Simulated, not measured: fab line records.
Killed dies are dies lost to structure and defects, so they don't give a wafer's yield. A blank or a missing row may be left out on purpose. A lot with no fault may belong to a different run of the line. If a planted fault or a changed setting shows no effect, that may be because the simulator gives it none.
8D (eight disciplines) problem report, filled in by code + flow sfqLine + the parts of the form that need people (team, actions taken, sign-off) are left out

== 1. THE PROBLEM ==
Mean of exposureDoseMJCm2 at SFQ_TRILAYER_M1_LITHO_EXPOSE_040: 17.634 across 9 wafers in 3 lots; on wafers with no fault it is 14.399 (standard deviation 0.014). That is +99 or more standard deviations from the usual mean.
The step: exposes mask M1, target cd 500 nm.
Seen first at day 29 12:16 on krfScanner-01, wafer L936.1. The record has a number at this step for 21 wafers belonging to 7 lots. Rule for "out", or "out of limits": more than 4 standard deviations from the usual mean. The other wafers with a number count as sound.

== 2. WHAT IT IS, WHAT IT ISN'T ==
| question                    | is                     | is not                                                                   |
|-----------------------------|------------------------|--------------------------------------------------------------------------|
| which readings at this step | exposureDoseMJCm2      | -                                                                        |
| which lots                  | L936, L937, L938       | L925, L929, L941, L945                                                   |
| which wafers of those lots  | all that have a number | -                                                                        |
| read on which tools         | krfScanner-01          | krfScanner-02                                                            |
| when                        | from day 29 12:16      | up to then (6 sound wafers); but 6 sound wafers of L941, L945 came after |

== 3. THE SUSPECTS, EACH WITH WHAT RULES IT OUT ==
Counting: a tool stays on the suspect list if, at a process step up to the reading, it processed all lots that are out and no sound lot following the first of them.
- krfScanner-01 at SFQ_TRILAYER_M1_LITHO_EXPOSE_040 (exposes mask M1, target cd 500 nm): kept. It processed each lot that is out, first L936 at day 29 12:16, and no sound lot thereafter; up to then, the last sound lot it processed was L929 at day 27 04:12. Its own readings are out on those wafers: exposureDoseMJCm2.
Remaining after the count: krfScanner-01 at SFQ_TRILAYER_M1_LITHO_EXPOSE_040.

== 4. THE CAUSE (what the simulator had put in) ==
Process parameter drift: krfScanner-01, from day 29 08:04 on, at SFQ_TRILAYER_M1_LITHO_EXPOSE_040. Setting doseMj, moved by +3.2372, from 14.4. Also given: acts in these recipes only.
The count eliminated every tool but this one.

== 5. SEQUENCE OF EFFECTS, ordered by route ==
Each row: a reading whose mean over the struck wafers that have a number lies more than 3 standard deviations from the usual. Only readings for which the record gives a usual standard deviation are gone through. hours: the time from each lot's start at the first step in this table that gives one to its start at this step, as a median over the lots. sigmas: the change in usual standard deviations.
| hours | step                             | reading           | usual  | on struck wafers | change | sigmas      |
|-------|----------------------------------|-------------------|--------|------------------|--------|-------------|
| 0     | SFQ_TRILAYER_M1_LITHO_EXPOSE_040 | exposureDoseMJCm2 | 14.399 | 17.634           | +3.235 | +99 or more |
It contains these process steps:
- SFQ_TRILAYER_M1_LITHO_EXPOSE_040: exposes mask M1, target cd 500 nm.
Later steps that measure or inspect, where all struck wafers having a row at the step show a number for every such reading and not one has moved that far: SFQ_M1_OVL_MEAS_911, SFQ_I1_BOW_MEAS_912, SFQ_I1_OVL_MEAS_913, SFQ_M2_RS_MEAS_914, SFQ_M8_BOW_MEAS_951.

== 6. HOW IT WOULD HAVE BEEN CAUGHT EARLIER ==
In this record the first reading out of limits was taken at day 29 12:16, 4 hours after the fault began at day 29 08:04.
